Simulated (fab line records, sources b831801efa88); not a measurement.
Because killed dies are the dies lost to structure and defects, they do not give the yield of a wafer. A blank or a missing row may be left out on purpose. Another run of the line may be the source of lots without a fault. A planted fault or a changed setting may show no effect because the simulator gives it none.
A struck lot beside a sound one | flow sky130 | 15 steps out of a route of 708
Sound: these wafers, L395.1, L395.4, L395.6. Struck: wafer L412.4. (L412.2, L412.6 of the same lot were not struck and are left out.) The cause comes at the end.
Each step with rows lists, per side, the tool, then ch with its chambers, then its first start. Under that, the readings that differ: sound wafers | struck wafers | difference of the means | sigmas: that difference in standard deviations of wafers without a fault.
alike: a reading whose means differ by less than 2 such deviations, as well as words and numbers matching on both sides. not compared: withheld readings; readings where some wafer has no value; bounds like >300 that might hide an equal value; numbers whose values overlap and for which the record gives no deviation.
A row with sigmas, a row that says differs or no value, or rows on one side alone: a step with any of these is where the two part. Numbers that have no deviation but don't overlap get no sigmas and don't part them. A reading missing from all wafers of one side parts the sides only when that side holds two or more wafers.

SKY_LI_CONTACT_CMP_02: polishes PSG.
  sound on cmp-01 ch 0,1,2, day 29 07:15; struck on cmp-01 ch 3, day 34 13:16
  alike: motor_current_A, time_to_endpoint_s
SKY_LI_CONTACT_BOW_MEAS_03:
  sound: film_metro-01 at day 29 07:30; struck: film_metro-03 at day 34 13:35
  alike: LI_CONTACT_BOW
then, 8 steps without rows for these wafers: SKY_LI_CONTACT_DEHYDRATE_04 (time 60 s); SKY_LI_CONTACT_HMDS_05 (prime time 60 s); SKY_LI_CONTACT_COAT_06 (resist thk 60 nm); SKY_LI_CONTACT_COAT_07 (resist thk 450 nm); SKY_LI_CONTACT_SOFTBAKE_08 (time 90 s); SKY_LI_CONTACT_EXPOSE_09 (exposes mask LICM1, target cd 170 nm); SKY_LI_CONTACT_PEB_10; SKY_LI_CONTACT_DEVELOP_11 (develop time 58.31 s).
SKY_LI_CONTACT_CD_MEAS_12: target cd 170 nm.
  sound: cd_sem-02 at day 30 11:38; struck: cd_sem-02 at day 35 15:42
  alike: cd_nm
SKY_LI_CONTACT_OVL_MEAS_13:
  sound: overlay-02 at day 30 11:45; struck: overlay-01 at day 35 15:49
  alike: LI_CONTACT_OVL
SKY_LI_CONTACT_ETCH_14: etches BARC in N2/H2, stops on SiO2, time 45.9 s, target depth 60 nm.
  sound on rie_diel-02 ch 0,3, day 30 11:47; struck on rie_diel-01 ch 3, day 35 15:50
  reading                                           | sound             | struck | difference | sigmas
  model.KrF-thick_of_LI_CONTACT_COAT_07.thk_nm (nm) | 394.7 394.3 394.9 | 392.7  | -1.9       |
  alike: drypump_motor_current_A, h2_flow_sccm, oes_product_au, throttle_valve_pct
  not compared: rf_hours_counter_h
SKY_LI_CONTACT_ETCH_15: etches PSG in C4F8/O2/Ar, stops on Si, target depth 600 nm.
  sound on rie_diel-02 ch 0,3, day 30 11:49; struck on rie_diel-01 ch 3, day 35 15:53
  alike: oes_product_au
SKY_PAD_OPEN_PROBE_99:
  rows exist in the record for the sound wafers here (prober-02, day 46 16:15), none for the struck ones

== WHERE THEY PART ==
Only at SKY_PAD_OPEN_PROBE_99, as far as this record shows.

WHY: the cause the simulator had injected
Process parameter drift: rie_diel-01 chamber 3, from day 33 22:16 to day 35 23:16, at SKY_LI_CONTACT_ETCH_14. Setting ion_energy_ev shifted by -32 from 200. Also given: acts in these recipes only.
